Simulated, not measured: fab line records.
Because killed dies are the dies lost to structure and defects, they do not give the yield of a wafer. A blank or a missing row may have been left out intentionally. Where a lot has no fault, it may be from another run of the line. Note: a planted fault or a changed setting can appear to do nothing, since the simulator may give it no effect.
fab line records ; flow sfq-line
[record] lots = 5; wafers = 15; last-day = 92
route steps=325 shown M2@92 I2@103 M3@118 I3@133 M8@325
lots with no fault: from the same line, run without faults
start-h: start of the lot's first displayed wafer, in hours after the record's first day ; wait-h: how many hours have passed since the lot's step before this one ; " the same as in the row above ; L1.1+2: several wafers, shown together as one row ; - either no value or no given start ; * or withheld: withheld ; < > ~ a bound
route shown NAME@n: names a module that has steps shown in the file, with the first one's number in the route ; usual: the fault-free wafers' mean and standard deviation ; same: alike in all rows ; chamber/n: place in a boat ; sites: each site's reading ; _std_site: the values' standard deviation ; _edge_site: outer sites' mean less inner sites' ; radius-mm: how far each site lies from the wafer's centre ; mask NAME#n: copy n ; behind: the tool/chamber that last shaped the wafer ; hold: reason for holding the lot/hours on hold/outcome of the hold ; device: whichever transistor did not switch (one of n, p or np) ; end of line: tests of these same wafers at the route's end ; for a step that has no rows: nothing shown but its recipe ; killed: not the wafer's yield, but the dies lost to structure and defects at the first sort ; map: per-die view of a wafer (x killed, . not killed, _ where there is no die)
set.NAME: the setting the step ran with; set.NAME@STEP: the setting that earlier step ran with ; model.NAME: the simulator's own value behind a step, which no gauge read
certain route steps with their lots: each step a table, each wafer a row
services: the hour from which a tool's chamber was out of use, counted from the record's first day as start-h (under 0 if before that day), plus the number of hours and why
[[steps]]
[step SFQ_TRILAYER_M2_LITHO_COAT_062]
[recipe] resist = BARC; spin-rpm = 3000; resist-thk-nm = 62
[step SFQ_TRILAYER_M2_LITHO_COAT_057]
[recipe] resist = KrF; spin-rpm = 3000; resist-thk-nm = 600
[step SFQ_TRILAYER_M2_LITHO_SOFTBAKE_061]
[recipe] temp-c = withheld; time-s = withheld; resist = KrF
[step SFQ_TRILAYER_M2_LITHO_EXPOSE_058]
[recipe] mask-id = M2; na = 0.6; source-shape = conventional; sigma-outer = 0.65; target-cd-nm = 500; dose-mj = 14.4
[step SFQ_TRILAYER_M2_LITHO_PEB_060]
[recipe] peb-temp-c = 115; peb-time-s = 60; resist = KrF
[step SFQ_TRILAYER_M2_LITHO_DEVELOP_059]
[recipe] time-s = 60; resist = KrF
[step SFQ_M2_OVL_MEAS_916]
[usual] M2_OVL = 3/5.6
lot.wafer;tool;chamber;start-h;wait-h;M2_OVL[nm]
L495.2;overlay-01;-;656.64;0.1;2
L495.5;overlay-01;-;656.64;0.1;1
L495.6;overlay-01;-;656.64;0.1;6
L496.1;overlay-02;-;802.06;0.1;10
L496.4;overlay-02;-;802.06;0.1;-2
L496.5;overlay-02;-;802.06;0.1;7
L508.2;overlay-02;-;904.44;0.1;5
L508.5;overlay-02;-;904.44;0.1;11
L508.6;overlay-02;-;904.44;0.1;-1
L511.1;overlay-01;-;915.23;0.1;14
L511.2;overlay-01;-;915.23;0.1;15
L511.3;overlay-01;-;915.23;0.1;15
L514.1;overlay-02;-;921.23;0.1;-4
L514.3;overlay-02;-;921.23;0.1;-6
L514.6;overlay-02;-;921.23;0.1;-2
[step SFQ_TRILAYER_M2_BARC_OPEN_METAL_ETCH_077]
[recipe] mask-material = PR; chemistry = O2; target-depth-nm = 125; target = BARC; icp-w = 600; bias-w = 80; pressure-mtorr = 10; time-s = 41.7
[step SFQ_TRILAYER_M2_ETCH_METAL_ETCH_060]
[recipe] target = Nb; stop-on = SiO2; mask-material = PR; chemistry = Cl2/Ar; target-depth-nm = 240; icp-w = 600; bias-w = 80; pressure-mtorr = 10; time-s = 120
[step SFQ_TRILAYER_M2_STRIP_STRIP_061]
[recipe] gas = O2; power-w = 200; platen-temp-c = 40; overash-fraction = 0.65; chemistry = O2; pressure-mtorr = 50
[usual] drypump-motor-current-A = 6.1/0.45; oes-product-au = 1.003/0.0067
lot.wafer;tool;chamber;start-h;wait-h;drypump-motor-current-A;oes-product-au;rf-hours-counter-h
L495.2;rie-metal-03;1;656.86;0.1;6.3;1.006;83
L495.5;rie-metal-03;1;656.86;0.1;6.3;1.002;-
L495.6;rie-metal-03;0;656.86;0.1;5.4;0.999;-
L496.1;rie-metal-02;1;802.28;0.1;6.8;0.995;93
L496.4;rie-metal-02;0;802.28;0.1;6.4;1.005;-
L496.5;rie-metal-02;1;802.28;0.1;6.8;1.010;-
L508.2;rie-metal-04;1;904.66;0.1;6.2;1.011;21
L508.5;rie-metal-04;0;904.66;0.1;5.7;1.007;-
L508.6;rie-metal-04;1;904.66;0.1;6.2;1.006;-
L511.1;rie-metal-04;0;915.46;0.1;5.7;0.999;62
L511.2;rie-metal-04;1;915.46;0.1;6.3;1.008;22
L511.3;rie-metal-04;1;915.46;0.1;6.3;1.005;-
L514.1;rie-metal-03;0;921.46;0.1;5.5;1.006;18
L514.3;rie-metal-03;0;921.46;0.1;5.4;0.998;-
L514.6;rie-metal-03;1;921.46;0.1;6.3;0.999;-
[step SFQ_TRILAYER_M2_STRIP_SOLV_CLEAN_062]
[recipe] chemistry = NMP; temp-c = 70; time-s = 600
[step SFQ_TRILAYER_I2_DEP_PECVD_063]
[recipe] material = SiO2; temp-c = 150; time-s = 111.11; pressure-torr = 2.4; rf-w = 183.3; precursor = SiH4/N2O; target-thk-nm = 500
[step SFQ_TRILAYER_I2_CMP_CMP_064]
[recipe] material = SiO2; down-force-psi = 3; platen-rpm = 60; pad-velocity-m-s = 0.94248
[usual] motor-current-A = 10.5/1.3; time-to-endpoint-s = 216/5.7
lot.wafer;tool;chamber;start-h;wait-h;motor-current-A;time-to-endpoint-s;model.SiO2_of_TRILAYER_I2_DEP_PECVD_063.thk-nm
L495.2;cmp-02;1;672.22;14.5;10.2;211;200.5
L495.5;cmp-02;3;673.22;15.5;10.4;216;201.4
L495.6;cmp-02;0;673.22;15.5;12.9;215;202
L496.4;cmp-02;2;804.59;1.5;10.2;229;201.3
L496.1;cmp-02;0;805.59;2.5;12.8;215;201.1
L496.5;cmp-02;2;806.59;3.5;10.1;228;201.9
L508.2;cmp-01;0;906.12;0.6;11.2;216;199.9
L508.6;cmp-01;0;908.12;2.6;11.0;226;199.2
L508.5;cmp-01;1;908.12;2.6;11.3;220;200.8
L511.3;cmp-02;0;916.32;0.0;12.8;225;180.1
L511.2;cmp-02;1;916.32;0.0;9.7;215;199.7
L511.1;cmp-02;2;916.32;0.0;9.4;215;199.1
L514.1;cmp-01;3;927.26;5.0;9.0;209;199.9
L514.3;cmp-01;0;927.26;5.0;11.9;210;198.7
L514.6;cmp-01;3;929.26;7.0;9.0;217;197.9
[step SFQ_I2_BOW_MEAS_917]
[recipe] mode = bow
[usual] I2_BOW = 3/7.5
lot.wafer;tool;chamber;start-h;wait-h;I2_BOW[um]
L495.2;film-metro-03;-;674.24;1.5;-2
L495.5;film-metro-03;-;674.24;1.5;5
L495.6;film-metro-03;-;674.24;1.5;7
L496.1;film-metro-03;-;807.59;1.5;0
L496.4;film-metro-03;-;807.59;1.5;15
L496.5;film-metro-03;-;807.59;1.5;14
L508.2;film-metro-02;-;909.14;2.5;8
L508.5;film-metro-02;-;909.14;2.5;3
L508.6;film-metro-02;-;909.14;2.5;-13
L511.1;film-metro-02;-;919.32;1.5;-7
L511.2;film-metro-02;-;919.32;1.5;3
L511.3;film-metro-02;-;919.32;1.5;3
L511.1;film-metro-02;-;922.02;2.7;-
L511.2;film-metro-02;-;922.02;2.7;-
L511.3;film-metro-02;-;922.02;2.7;-
L514.1;film-metro-03;-;930.26;2.5;-2
L514.3;film-metro-03;-;930.26;2.5;6
L514.6;film-metro-03;-;930.26;2.5;19
[step SFQ_TRILAYER_I2_METRO_MEASURE_065]
[usual] thk-nm = 199.9/0.94
lot.wafer;tool;chamber;start-h;wait-h;thk-nm
L495.2;film-metro-03;-;674.54;0.3;200.5
L495.5;film-metro-03;-;674.54;0.3;201.6
L495.6;film-metro-03;-;674.54;0.3;202.0
L496.1;film-metro-03;-;807.71;0.1;201.2
L496.4;film-metro-03;-;807.71;0.1;201.3
L496.5;film-metro-03;-;807.71;0.1;201.9
L508.2;film-metro-02;-;909.44;0.3;199.9
L508.5;film-metro-02;-;909.44;0.3;200.7
L508.6;film-metro-02;-;909.44;0.3;199.1
L514.1;film-metro-03;-;930.38;0.1;199.8
L514.3;film-metro-03;-;930.38;0.1;198.9
L514.6;film-metro-03;-;930.38;0.1;197.9
L511.1;film-metro-02;-;932.64;10.6;199.0
L511.2;film-metro-02;-;932.64;10.6;199.7
L511.3;film-metro-02;-;932.64;10.6;180.1
L511.1;film-metro-02;-;934.01;1.2;199.1
L511.2;film-metro-02;-;934.01;1.2;199.6
L511.3;film-metro-02;-;934.01;1.2;180.0
[step SFQ_TRILAYER_I2_VIA_LITHO_COAT_072]
[recipe] resist = BARC; spin-rpm = 3000; resist-thk-nm = 62
[step SFQ_TRILAYER_I2_VIA_LITHO_COAT_067]
[recipe] resist = KrF; spin-rpm = 3000; resist-thk-nm = 650
[step SFQ_TRILAYER_I2_VIA_LITHO_SOFTBAKE_071]
[recipe] temp-c = withheld; time-s = withheld; resist = KrF
[step SFQ_TRILAYER_I2_VIA_LITHO_EXPOSE_068]
[recipe] mask-id = I2; na = 0.6; source-shape = conventional; sigma-outer = 0.65; target-cd-nm = 500; dose-mj = 21.3
[step SFQ_TRILAYER_I2_VIA_LITHO_PEB_070]
[recipe] peb-temp-c = 115; peb-time-s = 60; resist = KrF
[step SFQ_TRILAYER_I2_VIA_LITHO_DEVELOP_069]
[recipe] time-s = 60; resist = KrF
[step SFQ_I2_OVL_MEAS_918]
[usual] I2_OVL = -1/5.6
lot.wafer;tool;chamber;start-h;wait-h;I2_OVL[nm]
L495.2;overlay-02;-;686.03;0.1;5
L495.5;overlay-02;-;686.03;0.1;7
L495.6;overlay-02;-;686.03;0.1;4
L496.1;overlay-01;-;815.36;0.1;2
L496.4;overlay-01;-;815.36;0.1;-8
L496.5;overlay-01;-;815.36;0.1;-1
L508.2;overlay-02;-;1051.22;0.1;-9
L508.5;overlay-02;-;1051.22;0.1;-8
L508.6;overlay-02;-;1051.22;0.1;-6
L511.1;overlay-01;-;1061.89;0.1;-6
L511.2;overlay-01;-;1061.89;0.1;-4
L511.3;overlay-01;-;1061.89;0.1;-9
L514.1;overlay-02;-;1070.29;0.1;1
L514.3;overlay-02;-;1070.29;0.1;-3
L514.6;overlay-02;-;1070.29;0.1;7
[step SFQ_TRILAYER_I2_VIA_BARC_OPEN_VIA_ETCH_096]
[recipe] mask-material = PR; chemistry = O2; target-depth-nm = 125; target = BARC; source-w = 500; bias-w = 80; pressure-mtorr = 30; time-s = 41.7
[usual] drypump-motor-current-A = 6.0/0.38; oes-product-au = 0.685/0.0048
[same] time-s = 41.7
lot.wafer;tool;chamber;start-h;wait-h;drypump-motor-current-A;oes-product-au;rf-hours-counter-h
L495.2;rie-diel-01;3;686.06;0.0;6.6;0.688;17
L495.5;rie-diel-01;0;686.06;0.0;5.8;0.689;-
L495.6;rie-diel-01;1;686.06;0.0;6.2;0.685;-
L496.1;rie-diel-04;3;815.40;0.0;6.3;0.688;4
L496.4;rie-diel-04;2;815.40;0.0;5.3;0.688;14
L496.5;rie-diel-04;1;815.40;0.0;5.6;0.688;-
L508.2;rie-diel-01;1;1051.25;0.0;6.2;0.683;9
L508.5;rie-diel-01;1;1051.25;0.0;6.2;0.685;-
L508.6;rie-diel-01;3;1051.25;0.0;6.6;0.677;-
L511.1;rie-diel-01;0;1061.93;0.0;5.8;0.682;17
L511.2;rie-diel-01;1;1061.93;0.0;6.2;0.686;9
L511.3;rie-diel-01;3;1061.93;0.0;6.6;0.690;1
L514.1;rie-diel-04;2;1070.33;0.0;5.3;0.679;16
L514.3;rie-diel-04;3;1070.33;0.0;6.4;0.695;6
L514.6;rie-diel-04;2;1070.33;0.0;5.4;0.687;-
[step SFQ_TRILAYER_I2_VIA_ETCH_VIA_ETCH_070]
[recipe] target = SiO2; stop-on = Nb; mask-material = PR; taper-deg = 20; chemistry = CHF3; target-depth-nm = 260; source-w = 500; bias-w = 80; pressure-mtorr = 30; time-s = withheld
[usual] drypump-motor-current-A = 6.0/0.38; oes-product-au = 0.854/0.0051
lot.wafer;tool;chamber;start-h;wait-h;drypump-motor-current-A;oes-product-au;model.I2.feature-depth-nm;model.etch.depth-nm
L495.2;rie-diel-01;3;686.10;0.0;6.6;0.859;200.5;200.5
L495.5;rie-diel-01;0;686.10;0.0;5.8;0.859;201.4;201.4
L495.6;rie-diel-01;1;686.10;0.0;6.2;0.853;202;202
L496.1;rie-diel-04;3;815.44;0.0;6.4;0.854;201.1;201.1
L496.4;rie-diel-04;2;815.44;0.0;5.4;0.859;201.3;201.3
L496.5;rie-diel-04;1;815.44;0.0;5.7;0.857;201.9;201.9
L508.2;rie-diel-01;1;1051.29;0.0;6.2;0.857;199.9;199.9
L508.5;rie-diel-01;1;1051.29;0.0;6.2;0.861;200.8;200.8
L508.6;rie-diel-01;3;1051.29;0.0;6.6;0.866;199.2;199.2
L511.1;rie-diel-01;0;1061.97;0.0;5.8;0.859;199.1;199.1
L511.2;rie-diel-01;1;1061.97;0.0;6.2;0.853;199.7;199.7
L511.3;rie-diel-01;3;1061.97;0.0;6.6;0.809;180.1;180.1
L514.1;rie-diel-04;2;1070.37;0.0;5.3;0.856;199.9;199.9
L514.3;rie-diel-04;3;1070.37;0.0;6.4;0.854;198.7;198.7
L514.6;rie-diel-04;2;1070.37;0.0;5.3;0.848;197.9;197.9
[step SFQ_TRILAYER_I2_VIA_STRIP_STRIP_071]
[recipe] gas = O2; power-w = 200; platen-temp-c = 40; overash-fraction = 0.65; chemistry = O2; pressure-mtorr = 50
[step SFQ_TRILAYER_I2_VIA_STRIP_SOLV_CLEAN_072]
[recipe] chemistry = NMP; temp-c = 70; time-s = 600
[step SFQ_TRILAYER_M3_DEP_PRE_CLEAN_074]
[recipe] gas = Ar; time-s = 22.5; bias-v = 250
[same] time-s = 22.5
lot.wafer;tool;chamber;start-h;wait-h;model.SiO2_of_TRILAYER_I2_DEP_PECVD_063.thk-nm
L495.2;pvd-sputter-05;-;687.01;0.0;193
L495.5;pvd-sputter-05;-;687.01;0.0;193.9
L495.6;pvd-sputter-05;-;687.01;0.0;194.5
L496.1;pvd-sputter-06;-;816.33;0.0;193.6
L496.4;pvd-sputter-06;-;816.33;0.0;193.8
L496.5;pvd-sputter-06;-;816.33;0.0;194.4
L508.2;pvd-sputter-05;-;1052.18;0.0;192.4
L508.5;pvd-sputter-05;-;1052.18;0.0;193.3
L508.6;pvd-sputter-05;-;1052.18;0.0;191.7
L511.1;pvd-sputter-03;-;1062.85;0.0;191.6
L511.2;pvd-sputter-03;-;1062.85;0.0;192.2
L511.3;pvd-sputter-03;-;1062.85;0.0;172.6
L514.1;pvd-sputter-03;-;1071.25;0.0;192.4
L514.3;pvd-sputter-03;-;1071.25;0.0;191.2
L514.6;pvd-sputter-03;-;1071.25;0.0;190.4
[step SFQ_TRILAYER_M3_DEP_SPUTTER_073]
[recipe] material = Nb; base-pressure-pa = 1.33e-06; chamber-pressure-pa = 0.1333; substrate-temp-c = 20; resputter-cathode-voltage-v = 400; target-thk-nm = 200; power-w = 2000; time-s = 133.3
[usual] substrate-temp-c = 19.99/0.12; throttle-valve-pct = 29.8/0.79
[same] time-s = 133.3
lot.wafer;tool;chamber;start-h;wait-h;substrate-temp-c;throttle-valve-pct
L495.2;pvd-sputter-05;-;687.03;0.0;19.90;30.9
L495.5;pvd-sputter-05;-;687.03;0.0;19.94;30.5
L495.6;pvd-sputter-05;-;687.03;0.0;19.78;29.4
L496.1;pvd-sputter-06;-;816.36;0.0;20.00;29.7
L496.4;pvd-sputter-06;-;816.36;0.0;20.05;30.6
L496.5;pvd-sputter-06;-;816.36;0.0;20.08;30.0
L508.2;pvd-sputter-05;-;1052.21;0.0;19.85;31.1
L508.5;pvd-sputter-05;-;1052.21;0.0;20.12;29.5
L508.6;pvd-sputter-05;-;1052.21;0.0;19.96;30.3
L511.1;pvd-sputter-03;-;1062.88;0.0;20.26;30.0
L511.2;pvd-sputter-03;-;1062.88;0.0;20.10;29.4
L511.3;pvd-sputter-03;-;1062.88;0.0;19.96;30.3
L514.1;pvd-sputter-03;-;1071.28;0.0;20.09;29.8
L514.3;pvd-sputter-03;-;1071.28;0.0;19.94;29.8
L514.6;pvd-sputter-03;-;1071.28;0.0;20.09;29.9
[step SFQ_M3_RS_MEAS_919]
[recipe] thk-meas-gauge = four-point-probe; reads = Nb_of_TRILAYER_M3_DEP_SPUTTER_073
[usual] M3_NB_RS = 0.891/0.0077
lot.wafer;tool;chamber;start-h;wait-h;M3_NB_RS[ohm/sq]
L495.2;film-metro-03;-;687.15;0.1;0.886
L495.5;film-metro-03;-;687.15;0.1;0.889
L495.6;film-metro-03;-;687.15;0.1;0.891
L496.1;film-metro-03;-;816.45;0.0;0.889
L496.4;film-metro-03;-;816.45;0.0;0.887
L496.5;film-metro-03;-;816.45;0.0;0.881
L508.2;film-metro-03;-;1052.32;0.1;0.896
L508.5;film-metro-03;-;1052.32;0.1;0.901
L508.6;film-metro-03;-;1052.32;0.1;0.896
L511.1;film-metro-04;-;1062.97;0.0;0.884
L511.2;film-metro-04;-;1062.97;0.0;0.881
L511.3;film-metro-04;-;1062.97;0.0;0.880
L514.1;film-metro-04;-;1071.37;0.0;0.894
L514.3;film-metro-04;-;1071.37;0.0;0.907
L514.6;film-metro-04;-;1071.37;0.0;0.903
[step SFQ_TRILAYER_M3_LITHO_COAT_080]
[recipe] resist = BARC; spin-rpm = 3000; resist-thk-nm = 62
[step SFQ_TRILAYER_M3_LITHO_COAT_075]
[recipe] resist = KrF; spin-rpm = 3000; resist-thk-nm = 600
[step SFQ_TRILAYER_M3_LITHO_SOFTBAKE_079]
[recipe] temp-c = withheld; time-s = withheld; resist = KrF
[step SFQ_TRILAYER_M3_LITHO_EXPOSE_076]
[recipe] mask-id = M3; na = 0.6; source-shape = conventional; sigma-outer = 0.65; target-cd-nm = 500; dose-mj = 14.4
[step SFQ_TRILAYER_M3_LITHO_PEB_078]
[recipe] peb-temp-c = 115; peb-time-s = 60; resist = KrF
[step SFQ_TRILAYER_M3_LITHO_DEVELOP_077]
[recipe] time-s = 60; resist = KrF
[step SFQ_M3_OVL_MEAS_921]
[usual] M3_OVL = -4/6.1
lot.wafer;tool;chamber;start-h;wait-h;M3_OVL[nm]
L495.2;overlay-02;-;826.07;0.1;-10
L495.5;overlay-02;-;826.07;0.1;-9
L495.6;overlay-02;-;826.07;0.1;-8
L496.1;overlay-02;-;953.63;0.1;-9
L496.4;overlay-02;-;953.63;0.1;0
L496.5;overlay-02;-;953.63;0.1;-7
L508.2;overlay-02;-;1181.61;0.1;-9
L508.5;overlay-02;-;1181.61;0.1;-4
L508.6;overlay-02;-;1181.61;0.1;-10
L511.1;overlay-01;-;1188.80;0.1;-3
L511.2;overlay-01;-;1188.80;0.1;0
L511.3;overlay-01;-;1188.80;0.1;3
L514.1;overlay-02;-;1194.40;0.1;-11
L514.3;overlay-02;-;1194.40;0.1;-8
L514.6;overlay-02;-;1194.40;0.1;-5
[step SFQ_TRILAYER_M3_BARC_OPEN_METAL_ETCH_100]
[recipe] mask-material = PR; chemistry = O2; target-depth-nm = 125; target = BARC; icp-w = 600; bias-w = 80; pressure-mtorr = 10; time-s = 41.7
[usual] drypump-motor-current-A = 5.89/0.28; oes-product-au = 0.685/0.0048
[same] time-s = 41.7
lot.wafer;tool;chamber;start-h;wait-h;drypump-motor-current-A;oes-product-au;rf-hours-counter-h
L495.2;rie-metal-01;0;826.10;0.0;5.73;0.686;93
L495.5;rie-metal-01;0;826.10;0.0;5.76;0.680;-
L495.6;rie-metal-01;1;826.10;0.0;5.92;0.686;-
L496.1;rie-metal-01;0;953.67;0.0;5.71;0.690;105
L496.4;rie-metal-01;0;953.67;0.0;5.70;0.692;-
L496.5;rie-metal-01;1;953.67;0.0;5.90;0.691;-
L508.2;rie-metal-04;0;1181.64;0.0;5.65;0.679;92
L508.5;rie-metal-04;0;1181.64;0.0;5.65;0.682;-
L508.6;rie-metal-04;1;1181.64;0.0;6.26;0.684;-
L511.1;rie-metal-03;0;1188.84;0.0;5.47;0.689;54
L511.2;rie-metal-03;1;1188.84;0.0;6.28;0.684;20
L511.3;rie-metal-03;1;1188.84;0.0;6.28;0.680;-
L514.1;rie-metal-01;1;1194.43;0.0;5.93;0.688;86
L514.3;rie-metal-01;0;1194.43;0.0;5.72;0.684;-
L514.6;rie-metal-01;1;1194.43;0.0;5.94;0.685;-
[step SFQ_TRILAYER_M3_ETCH_METAL_ETCH_078]
[recipe] target = Nb; stop-on = SiO2; mask-material = PR; chemistry = Cl2/Ar; target-depth-nm = 240; icp-w = 600; bias-w = 80; pressure-mtorr = 10; time-s = 120
[usual] drypump-motor-current-A = 5.90/0.27; oes-product-au = 0.893/0.0061
[same] time-s = 120
lot.wafer;tool;chamber;start-h;wait-h;drypump-motor-current-A;oes-product-au;rf-hours-counter-h
L495.2;rie-metal-01;0;826.16;0.0;5.75;0.894;93
L495.5;rie-metal-01;0;826.16;0.0;5.71;0.897;-
L495.6;rie-metal-01;1;826.16;0.0;5.92;0.894;-
L496.1;rie-metal-01;0;953.73;0.0;5.74;0.893;105
L496.4;rie-metal-01;0;953.73;0.0;5.78;0.895;-
L496.5;rie-metal-01;1;953.73;0.0;5.92;0.906;-
L508.2;rie-metal-04;0;1181.70;0.0;5.68;0.890;92
L508.5;rie-metal-04;0;1181.70;0.0;5.68;0.889;-
L508.6;rie-metal-04;1;1181.70;0.0;6.24;0.890;-
L511.1;rie-metal-03;0;1188.90;0.0;5.43;0.895;54
L511.2;rie-metal-03;1;1188.90;0.0;6.26;0.898;20
L511.3;rie-metal-03;1;1188.90;0.0;6.30;0.904;-
L514.1;rie-metal-01;1;1194.49;0.0;5.91;0.889;86
L514.3;rie-metal-01;0;1194.49;0.0;5.77;0.884;-
L514.6;rie-metal-01;1;1194.49;0.0;5.91;0.890;-
[step SFQ_TRILAYER_M3_STRIP_STRIP_079]
[recipe] gas = O2; power-w = 200; platen-temp-c = 40; overash-fraction = 0.65; chemistry = O2; pressure-mtorr = 50
[step SFQ_TRILAYER_M3_STRIP_SOLV_CLEAN_080]
[recipe] chemistry = NMP; temp-c = 70; time-s = 600
[step SFQ_TRILAYER_I3_DEP_PECVD_081]
[recipe] material = SiO2; temp-c = 150; time-s = 111.11; pressure-torr = 2.4; rf-w = 183.3; precursor = SiH4/N2O; target-thk-nm = 500
[step SFQ_M8_BOW_MEAS_951]
[recipe] mode = bow
[usual] M8_BOW = 8/12
lot.wafer;tool;chamber;start-h;wait-h;M8_BOW[um];model.etest.i2.link-ohm
L495.2;film-metro-03;-;2055.30;0.0;-2;1.977
L495.5;film-metro-03;-;2055.30;0.0;6;1.976
L495.6;film-metro-03;-;2055.30;0.0;7;1.984
L496.1;film-metro-02;-;2091.83;0.0;8;1.96
L496.4;film-metro-02;-;2091.83;0.0;22;1.951
L496.5;film-metro-02;-;2091.83;0.0;23;1.946
L508.2;film-metro-02;-;2159.49;0.0;13;1.987
L508.5;film-metro-02;-;2159.49;0.0;9;1.984
L508.6;film-metro-02;-;2159.49;0.0;-8;1.984
L511.1;film-metro-04;-;2172.77;0.0;-2;1.974
L511.2;film-metro-04;-;2172.77;0.0;7;1.974
L511.3;film-metro-04;-;2172.77;0.0;5;1.949
L514.1;film-metro-02;-;2211.79;0.0;9;1.971
L514.3;film-metro-02;-;2211.79;0.0;16;1.971
L514.6;film-metro-02;-;2211.79;0.0;28;1.967
[[services]]
tool;chamber;start-h;hours;kind
rie-metal-03;0;640.01;8.3;repair
rie-metal-01;-;643.83;0.9;repair
rie-metal-01;-;651.89;2.8;pm
rie-diel-01;3;676.91;5.2;repair
rie-metal-04;0;677.21;5.1;repair
pvd-sputter-05;-;683.27;3.5;repair
rie-diel-01;0;687.56;1.5;repair
rie-diel-01;3;702.94;11.7;repair
rie-metal-01;-;768.65;0.5;repair
rie-diel-04;-;773.53;0.3;repair
pvd-sputter-03;-;774.04;3.4;repair
rie-diel-04;-;792.19;2.8;pm
rie-metal-04;0;800.68;15.5;repair
pvd-sputter-05;-;836.39;4.5;repair
pvd-sputter-03;-;840.17;0.5;repair
rie-diel-04;0;873.06;1.5;repair
rie-diel-04;2;886.74;3.8;repair
rie-metal-03;1;900.67;1.8;repair
rie-diel-01;-;925.61;2.8;pm
rie-metal-04;0;954.06;2.3;repair
pvd-sputter-05;-;960.11;7.6;repair
rie-metal-03;-;979.56;0.2;repair
rie-diel-01;2;1008.99;132.0;repair
rie-diel-01;-;1043.32;0.7;repair
[[key]]
[first-sign] step = SFQ_I2_BOW_MEAS_917; reading = visit; direction = added
[effect] step = SFQ_TRILAYER_I2_METRO_MEASURE_065; reading = visit; direction = added
[effect] step = SFQ_TRILAYER_I2_METRO_MEASURE_065; reading = thk-nm; direction = down; sigmas = 21; usual = 199.9; struck = 180.1
[effect] step = SFQ_TRILAYER_I2_VIA_ETCH_VIA_ETCH_070; reading = oes-product-au; direction = down; sigmas = 8.9; usual = 0.854; struck = 0.809
[model-effect] step = SFQ_TRILAYER_I2_CMP_CMP_064; value = SiO2_of_TRILAYER_I2_DEP_PECVD_063.thk-nm; without = 200.1; struck = 180.1
[model-effect] step = SFQ_TRILAYER_I2_VIA_ETCH_VIA_ETCH_070; value = I2.feature-depth-nm; without = 200.1; struck = 180.1
[model-effect] step = SFQ_TRILAYER_M3_DEP_PRE_CLEAN_074; value = SiO2_of_TRILAYER_I2_DEP_PECVD_063.thk-nm; without = 192.6; struck = 172.6
[model-effect] step = SFQ_M8_BOW_MEAS_951; value = etest.i2.link-ohm; without = 1.968; struck = 1.949
met-at SFQ_TRILAYER_I2_CMP_CMP_064
struck-wafers L511.3
onset-between 804.59 916.32
[fault] kind = process-parameter-drift; tool = cmp-02; chamber = 0; onset-h = 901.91; steps = SFQ_TRILAYER_I2_CMP_CMP_064; channel = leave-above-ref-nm; offset = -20; shape = step; end-h = 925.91; acts-in = these-recipes-only; stated = 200
